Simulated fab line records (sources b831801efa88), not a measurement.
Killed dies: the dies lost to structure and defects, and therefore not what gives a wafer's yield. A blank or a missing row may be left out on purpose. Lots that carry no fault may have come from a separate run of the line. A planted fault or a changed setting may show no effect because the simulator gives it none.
fab line records | flow sky130
record lots=6 | wafers=18 | last-day=51
route steps=708 shown METAL1@435
lots that met no fault: taken from a fault-free run of the same line
start-h: start of the lot's first displayed wafer, in hours after the record's first day | wait-h: time in hours since the lot's previous step | " as in the row above | L1.1+2: a single row standing in for several wafers | - value missing, or start not given | * or withheld: withheld | < > ~ a bound
route shown NAME@n: names a module that has steps shown in the file, with the first one's number in the route | usual: mean/standard deviation of fault-free wafers | same: alike in all rows | chamber/n: place in a boat | sites: each site's reading | _std_site: standard deviation of those values | _edge_site: mean of outer sites minus mean of inner sites | radius-mm: how far each site lies from the wafer's centre | mask NAME#n: copy n | behind: the most recent tool/chamber to have shaped the wafer | hold: why the lot was held/for how many hours/how that ended | device: the n, p or np transistor that did not switch | end of line: the tests these same wafers got at the end of their route | for a step that has no rows: nothing shown but its recipe | killed: the dies lost at the first sort to structure and to defects; this is not the yield of the wafer | map: per-die view of a wafer (x killed, . not killed, _ where there is no die)
set.NAME: the setting that was run; set.NAME@STEP: the one run at that earlier step | model.NAME: the simulator's own value behind a step, which no gauge read
a table for each step, a row for each wafer; lots at some steps of the route
services: when a tool's chamber went out of use (start-h, in hours from the record's first day, below 0 if earlier), for how many hours, and the reason
## steps
# step SKY_METAL1_SPUTTER_01
# recipe material=TiN | target-thk-nm=20 | power-w=6500 | time-s=16.7 | chamber-pressure-pa=0.4
# usual chamber-pressure-pa=0.4000/0.00086 | throttle-valve-pct=30.2/1.2
lot.wafer | tool           | chamber | start-h | wait-h | chamber-pressure-pa | throttle-valve-pct
L555.1    | pvd-sputter-02 | -       | 817.36  | 0.0    | 0.3996              | 32.0
L555.4    | "              | -       | "       | "      | 0.3997              | 30.1
L555.5    | "              | -       | "       | "      | 0.3993              | 32.1
L556.3    | pvd-sputter-02 | -       | 819.45  | 0.0    | 0.3976              | 32.0
L556.4    | "              | -       | "       | "      | 0.3998              | 30.9
L556.5    | "              | -       | "       | "      | 0.4001              | 30.1
L559.1    | pvd-sputter-01 | -       | 844.36  | 0.0    | 0.4014              | 29.7
L559.3    | "              | -       | "       | "      | 0.4016              | 27.8
L559.5    | "              | -       | "       | "      | 0.3988              | 30.7
L567.1    | pvd-sputter-02 | -       | 899.61  | 0.0    | 0.3988              | 30.2
L567.4    | "              | -       | "       | "      | 0.3997              | 32.1
L567.5    | "              | -       | "       | "      | 0.3991              | 30.0
L568.2    | pvd-sputter-03 | -       | 905.01  | 0.0    | 0.4006              | 30.6
L568.5    | "              | -       | "       | "      | 0.3995              | 29.4
L568.6    | "              | -       | "       | "      | 0.4009              | 31.8
L573.4    | pvd-sputter-01 | -       | 938.95  | 0.0    | 0.3994              | 27.8
L573.5    | "              | -       | "       | "      | 0.3988              | 29.5
L573.6    | "              | -       | "       | "      | 0.4001              | 30.0
# step SKY_METAL1_SPUTTER_02
# recipe material=AlCu | target-thk-nm=250 | power-w=10600 | time-s=13.3 | chamber-pressure-pa=0.4
# usual chamber-pressure-pa=0.4000/0.00078 | throttle-valve-pct=30.2/1.2
lot.wafer | tool           | chamber | start-h | wait-h | chamber-pressure-pa | throttle-valve-pct
L555.1    | pvd-sputter-02 | -       | 817.39  | 0.0    | 0.4000              | 32.2
L555.4    | "              | -       | "       | "      | 0.3986              | 30.3
L555.5    | "              | -       | "       | "      | 0.3994              | 32.0
L556.3    | pvd-sputter-02 | -       | 819.48  | 0.0    | 0.4010              | 32.0
L556.4    | "              | -       | "       | "      | 0.3996              | 30.8
L556.5    | "              | -       | "       | "      | 0.4012              | 30.0
L559.1    | pvd-sputter-01 | -       | 844.38  | 0.0    | 0.4003              | 29.6
L559.3    | "              | -       | "       | "      | 0.4007              | 27.6
L559.5    | "              | -       | "       | "      | 0.3983              | 31.0
L567.1    | pvd-sputter-02 | -       | 899.63  | 0.0    | 0.4001              | 29.9
L567.4    | "              | -       | "       | "      | 0.4007              | 32.2
L567.5    | "              | -       | "       | "      | 0.4004              | 30.2
L568.2    | pvd-sputter-03 | -       | 905.03  | 0.0    | 0.4004              | 30.3
L568.5    | "              | -       | "       | "      | 0.3993              | 29.4
L568.6    | "              | -       | "       | "      | 0.4003              | 31.9
L573.4    | pvd-sputter-01 | -       | 938.98  | 0.0    | 0.4003              | 28.2
L573.5    | "              | -       | "       | "      | 0.4015              | 29.6
L573.6    | "              | -       | "       | "      | 0.4006              | 30.2
# step SKY_METAL1_SPUTTER_03
# recipe material=Ti | target-thk-nm=5 | power-w=3000 | time-s=3.3 | chamber-pressure-pa=0.4
# usual chamber-pressure-pa=0.4000/0.00088 | throttle-valve-pct=30.2/1.1
lot.wafer | tool           | chamber | start-h | wait-h | chamber-pressure-pa | throttle-valve-pct
L555.1    | pvd-sputter-02 | -       | 817.41  | 0.0    | 0.4005              | 32.2
L555.4    | "              | -       | "       | "      | 0.3980              | 30.4
L555.5    | "              | -       | "       | "      | 0.4014              | 31.9
L556.3    | pvd-sputter-02 | -       | 819.50  | 0.0    | 0.3997              | 31.8
L556.4    | "              | -       | "       | "      | 0.4002              | 31.0
L556.5    | "              | -       | "       | "      | 0.4012              | 29.8
L559.1    | pvd-sputter-01 | -       | 844.41  | 0.0    | 0.4007              | 29.7
L559.3    | "              | -       | "       | "      | 0.4009              | 28.0
L559.5    | "              | -       | "       | "      | 0.4003              | 31.1
L567.1    | pvd-sputter-02 | -       | 899.66  | 0.0    | 0.3987              | 30.1
L567.4    | "              | -       | "       | "      | 0.3994              | 31.9
L567.5    | "              | -       | "       | "      | 0.4008              | 30.1
L568.2    | pvd-sputter-03 | -       | 905.06  | 0.0    | 0.3997              | 30.4
L568.5    | "              | -       | "       | "      | 0.3998              | 29.4
L568.6    | "              | -       | "       | "      | 0.3998              | 32.0
L573.4    | pvd-sputter-01 | -       | 939.00  | 0.0    | 0.4001              | 27.9
L573.5    | "              | -       | "       | "      | 0.3996              | 29.8
L573.6    | "              | -       | "       | "      | 0.4013              | 30.2
# step SKY_METAL1_SPUTTER_04
# recipe material=TiN | target-thk-nm=70 | power-w=6500 | time-s=58.3 | chamber-pressure-pa=0.4
# usual chamber-pressure-pa=0.3999/0.0008 | throttle-valve-pct=30.2/1.2
lot.wafer | tool           | chamber | start-h | wait-h | chamber-pressure-pa | throttle-valve-pct
L555.1    | pvd-sputter-02 | -       | 817.43  | 0.0    | 0.3993              | 32.0
L555.4    | "              | -       | "       | "      | 0.4010              | 30.3
L555.5    | "              | -       | "       | "      | 0.3998              | 32.0
L556.3    | pvd-sputter-02 | -       | 819.52  | 0.0    | 0.3988              | 32.0
L556.4    | "              | -       | "       | "      | 0.3995              | 31.2
L556.5    | "              | -       | "       | "      | 0.4009              | 29.9
L559.1    | pvd-sputter-01 | -       | 844.43  | 0.0    | 0.3982              | 29.4
L559.3    | "              | -       | "       | "      | 0.3988              | 27.7
L559.5    | "              | -       | "       | "      | 0.4003              | 31.0
L567.1    | pvd-sputter-02 | -       | 899.68  | 0.0    | 0.3990              | 30.1
L567.4    | "              | -       | "       | "      | 0.3999              | 32.1
L567.5    | "              | -       | "       | "      | 0.3993              | 30.3
L568.2    | pvd-sputter-03 | -       | 905.08  | 0.0    | 0.3992              | 30.5
L568.5    | "              | -       | "       | "      | 0.3997              | 29.5
L568.6    | "              | -       | "       | "      | 0.3989              | 31.5
L573.4    | pvd-sputter-01 | -       | 939.02  | 0.0    | 0.4005              | 27.6
L573.5    | "              | -       | "       | "      | 0.3978              | 29.9
L573.6    | "              | -       | "       | "      | 0.3996              | 30.3
# step SKY_METAL1_RS_MEAS_05
# recipe thk-meas-gauge=four-point-probe | reads=TiN_of_METAL1_SPUTTER_04+Ti_of_METAL1_SPUTTER_03+AlCu_of_METAL1_SPUTTER_02+TiN_of_METAL1_SPUTTER_01+Ti_of_METAL1_SPUTTER_00
# usual METAL1_ALCU_RS=0.1262/0.0014
lot.wafer | tool          | chamber | start-h | wait-h | METAL1_ALCU_RS[ohm/sq]
L555.1    | film-metro-03 | -       | 817.48  | 0.0    | 0.1263
L555.4    | "             | -       | "       | "      | 0.1252
L555.5    | "             | -       | "       | "      | 0.1265
L556.3    | film-metro-02 | -       | 819.61  | 0.1    | 0.1254
L556.4    | "             | -       | "       | "      | 0.1266
L556.5    | "             | -       | "       | "      | 0.1254
L559.1    | film-metro-02 | -       | 844.48  | 0.0    | 0.1231
L559.3    | "             | -       | "       | "      | 0.1254
L559.5    | "             | -       | "       | "      | 0.1264
L567.1    | film-metro-02 | -       | 899.73  | 0.0    | 0.1230
L567.4    | "             | -       | "       | "      | 0.1246
L567.5    | "             | -       | "       | "      | 0.1231
L568.2    | film-metro-04 | -       | 905.15  | 0.0    | 0.1261
L568.5    | "             | -       | "       | "      | 0.1257
L568.6    | "             | -       | "       | "      | 0.1259
L573.4    | film-metro-04 | -       | 939.13  | 0.1    | 0.1280
L573.5    | "             | -       | "       | "      | 0.1271
L573.6    | "             | -       | "       | "      | 0.1275
# step SKY_METAL1_THK_MEAS_06
# recipe thk-meas-gauge=xrf | reads=AlCu_of_METAL1_SPUTTER_02
# usual METAL1_ALCU_THK=247.5/2.7
lot.wafer | tool          | chamber | start-h | wait-h | METAL1_ALCU_THK[nm]
L555.1    | film-metro-03 | -       | 817.60  | 0.1    | 247.4
L555.4    | "             | -       | "       | "      | 251.9
L555.5    | "             | -       | "       | "      | 250.1
L556.3    | film-metro-02 | -       | 819.71  | 0.1    | 245.7
L556.4    | "             | -       | "       | "      | 244.4
L556.5    | "             | -       | "       | "      | 248.1
L559.1    | film-metro-02 | -       | 844.60  | 0.1    | 252.5
L559.3    | "             | -       | "       | "      | 248.6
L559.5    | "             | -       | "       | "      | 248.1
L567.1    | film-metro-02 | -       | 899.85  | 0.1    | 252.7
L567.4    | "             | -       | "       | "      | 248.8
L567.5    | "             | -       | "       | "      | 250.8
L568.2    | film-metro-04 | -       | 905.26  | 0.1    | 250.6
L568.5    | "             | -       | "       | "      | 252.4
L568.6    | "             | -       | "       | "      | 251.8
L573.4    | film-metro-04 | -       | 939.22  | 0.1    | 246.3
L573.5    | "             | -       | "       | "      | 248.0
L573.6    | "             | -       | "       | "      | 246.9
# step SKY_METAL1_DEHYDRATE_07
# recipe temp-c=200 | time-s=60
# step SKY_METAL1_HMDS_08
# recipe prime-time-s=60 | prime-temp-c=120
# step SKY_METAL1_COAT_09
# recipe resist=BARC | temp-c=withheld | time-s=withheld | spin-rpm=3000 | resist-thk-nm=60
# step SKY_METAL1_COAT_10
# recipe resist=KrF-thick | spin-rpm=3000 | resist-thk-nm=450
# step SKY_METAL1_SOFTBAKE_11
# recipe temp-c=100 | time-s=90 | resist=KrF-thick
# step SKY_METAL1_EXPOSE_12
# recipe mask-id=MM1 | na=0.8 | source-shape=annular | sigma-inner=0.55 | sigma-outer=0.85 | target-cd-nm=140 | dose-mj=28
# step SKY_METAL1_PEB_13
# recipe peb-temp-c=withheld | peb-time-s=withheld | resist=KrF-thick
# usual chill-plate-temp-C=* | exhaust-pa=45.0/1
lot.wafer | tool           | chamber | start-h | wait-h | chill-plate-temp-C | exhaust-pa
L555.1    | litho-track-04 | 0       | 843     | -      | *                  | 45.8
L555.4    | "              | 0       | "       | "      | *                  | 46.8
L555.5    | "              | 0       | "       | "      | *                  | 44.8
L556.3    | litho-track-03 | 0       | 846     | -      | *                  | 45.1
L556.4    | "              | 0       | "       | "      | *                  | 46.4
L556.5    | "              | 0       | "       | "      | *                  | 46.3
L559.1    | litho-track-03 | 0       | 871     | -      | *                  | 44.0
L559.3    | "              | 0       | "       | "      | *                  | 44.4
L559.5    | "              | 0       | "       | "      | *                  | 43.4
L567.1    | litho-track-04 | -       | 925     | -      | -                  | -
L567.4    | "              | -       | "       | "      | -                  | -
L567.5    | "              | -       | "       | "      | -                  | -
L568.2    | litho-track-03 | -       | 930     | -      | -                  | -
L568.5    | "              | -       | "       | "      | -                  | -
L568.6    | "              | -       | "       | "      | -                  | -
L573.4    | litho-track-04 | 0       | 963     | -      | *                  | 45.0
L573.5    | "              | 0       | "       | "      | *                  | 47.4
L573.6    | "              | 0       | "       | "      | *                  | 45.5
# step SKY_METAL1_DEVELOP_14
# recipe develop-time-s=60 | resist=KrF-thick | dev-temp-c=21
## services
tool           | chamber | start-h | hours | kind
pvd-sputter-03 | -       | 802.62  | 2.4   | repair
pvd-sputter-03 | -       | 818.45  | 7.7   | repair
pvd-sputter-02 | -       | 863.09  | 2.9   | repair
pvd-sputter-03 | -       | 869.40  | 3.0   | repair
## key
first-sign step=SKY_METAL1_PEB_13 | reading=tool-record | direction=missing
effect none on later readings
met-at SKY_METAL1_PEB_13
struck-wafers L567.1,L567.4,L567.5,L568.2,L568.5,L568.6
later-rows-left-out L567.1,L567.4,L567.5,L568.2,L568.5,L568.6
sort-left-out L567.1,L567.4,L567.5,L568.2,L568.5,L568.6
onset-between 871 925
fault kind=skipped-step-whole | tool=litho-track-03,litho-track-04 | chamber=- | onset-h=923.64 | steps=SKY_METAL1_PEB_13 | scope=struck-lots-only
# sort-left-out: the simulated sort isn't trusted on such a fault, so these wafers' sort isn't shown, and their yield isn't known
# later-rows-left-out: the simulator's readings of these wafers behind a module that went badly wrong aren't trusted and aren't shown, but for the sort
